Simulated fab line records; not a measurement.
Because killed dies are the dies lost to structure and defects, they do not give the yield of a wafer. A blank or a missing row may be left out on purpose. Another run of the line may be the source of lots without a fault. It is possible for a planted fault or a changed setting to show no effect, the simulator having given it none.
Matching of chambers :: flow gf180mcu :: GF_V2_CMP_04 on cmp-02 has 4 sister chambers
The step polishes SiO2. 4 wafers are shown with their chamber, then 11 later ones without.

## EACH WAFER AND ITS CHAMBER
wafer: L079.5
chamber: 1
motor-current-A (A): 9.7

wafer: L082.3
chamber: 0
motor-current-A (A): 13.1

wafer: L082.5
chamber: 3
motor-current-A (A): 12.7

wafer: L086.1
chamber: 2
motor-current-A (A): 12.9

## WAFERS MISSING THEIR CHAMBER
wafer: L086.2
motor-current-A (A): 13.8

wafer: L086.5
motor-current-A (A): 13.1

wafer: L087.1
motor-current-A (A): 12.7

wafer: L087.3
motor-current-A (A): 11.9

wafer: L087.6
motor-current-A (A): 9.6

wafer: L092.1
motor-current-A (A): 13.1

wafer: L092.5
motor-current-A (A): 10.1

wafer: L092.6
motor-current-A (A): 13.3

wafer: L094.1
motor-current-A (A): 9.9

wafer: L094.3
motor-current-A (A): 13.0

wafer: L094.5
motor-current-A (A): 13.2

## CHAMBER TAKEN BY EACH
wafer: L086.2
from the rows above: can't be placed: 0 or 2 or 3
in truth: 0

wafer: L086.5
from the rows above: can't be placed: 0 or 2 or 3
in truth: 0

wafer: L087.1
from the rows above: can't be placed: 3 or 2 or 0
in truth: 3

wafer: L087.3
from the rows above: can't be placed: 3 or 2 or 0
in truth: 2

wafer: L087.6
from the rows above: 1
in truth: 1

wafer: L092.1
from the rows above: can't be placed: 0 or 2 or 3
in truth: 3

wafer: L092.5
from the rows above: 1
in truth: 1

wafer: L092.6
from the rows above: can't be placed: 0 or 2 or 3
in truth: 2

wafer: L094.1
from the rows above: 1
in truth: 1

wafer: L094.3
from the rows above: can't be placed: 0 or 2 or 3
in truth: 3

wafer: L094.5
from the rows above: can't be placed: 0 or 2 or 3
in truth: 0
Correctly placed: 3 of 11. Unplaceable from these rows: 8, with the true chamber sitting among the candidates in 8. Number placed wrongly: 0.
How it was worked out, from the rows above alone: a wafer's distance from a chamber is the root of the sum, over the readings, of the square of ((its reading less the chamber's mean) divided by the reading's scatter). The wafer belongs to the nearest chamber; if the next one is less than 2 further off, it can't be placed. The mean given for a chamber averages the wafers shown for that chamber. The scatter (one wafer shown for each chamber): square how far every hidden wafer sits from the nearest shown wafer, average those squares and take the square root.
